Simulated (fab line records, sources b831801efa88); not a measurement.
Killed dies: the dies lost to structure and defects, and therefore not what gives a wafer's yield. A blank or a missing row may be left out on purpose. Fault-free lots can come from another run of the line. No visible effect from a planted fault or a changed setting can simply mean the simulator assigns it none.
Which tool did it? -- flow gf180mcu -- 18 wafers from 6 lots sampled at 2 of the route's 602 steps

== WHAT THE GAUGES READ, wafer by wafer ==
GF_STI_THK_MEAS_04.
lot,measured,on,STI_CVD_03_THK (nm)
L712,day 1 20:08,film_metro-03,203.7 203.5 202.7
L715,day 2 09:58,film_metro-01,210.0 209.3 208.9
L724,day 4 08:05,film_metro-01,205.8 207.1 207.6
L727,day 4 21:34,film_metro-03,204.4 202.1 203.6
L730,day 5 13:43,film_metro-02,206.1 205.7 205.6
L734,day 6 08:44,film_metro-02,207.4 208.3 209.4

== WHICH TOOL RAN EACH LOT (tool, then ch and the chambers of the sampled wafers, then the start) ==
lot,GF_STI_CVD_03
L712,"lpcvd-02 ch 1, day 1 18:09"
L715,"lpcvd-01 ch 1, day 2 07:59"
L724,"lpcvd-02 ch 1, day 4 06:05"
L727,"lpcvd-02 ch 0, day 4 19:34"
L730,"lpcvd-01 ch 1, day 5 10:44"
L734,"lpcvd-01 ch 0, day 6 06:45"
- GF_STI_CVD_03: deposits Si3N4 from DCS/NH3, target thk 207.16 nm, time 3551 s.

== THE ANSWER, worked out from the rows above alone ==
Rule: usual is defined by the lots themselves. The widest of any qualifying gaps counts: lots, ordered by their means at a reading, are off when they make up no more than a third of the lots, leave a main group of 4 or more, and stand apart from it by 3 or more times the standard deviation of that group's means. A main group whose means are all the same, to the digits that the tables above print for the reading, isn't used. Also off: a lot with no number at a reading for which 4 or more lots have one. Where the step has rows for the other lots, those lots are counted as sound.
Across all readings shown, no lot is off: no conclusion can be drawn from this.

== WHAT THE SIMULATOR HAD PUT IN ==
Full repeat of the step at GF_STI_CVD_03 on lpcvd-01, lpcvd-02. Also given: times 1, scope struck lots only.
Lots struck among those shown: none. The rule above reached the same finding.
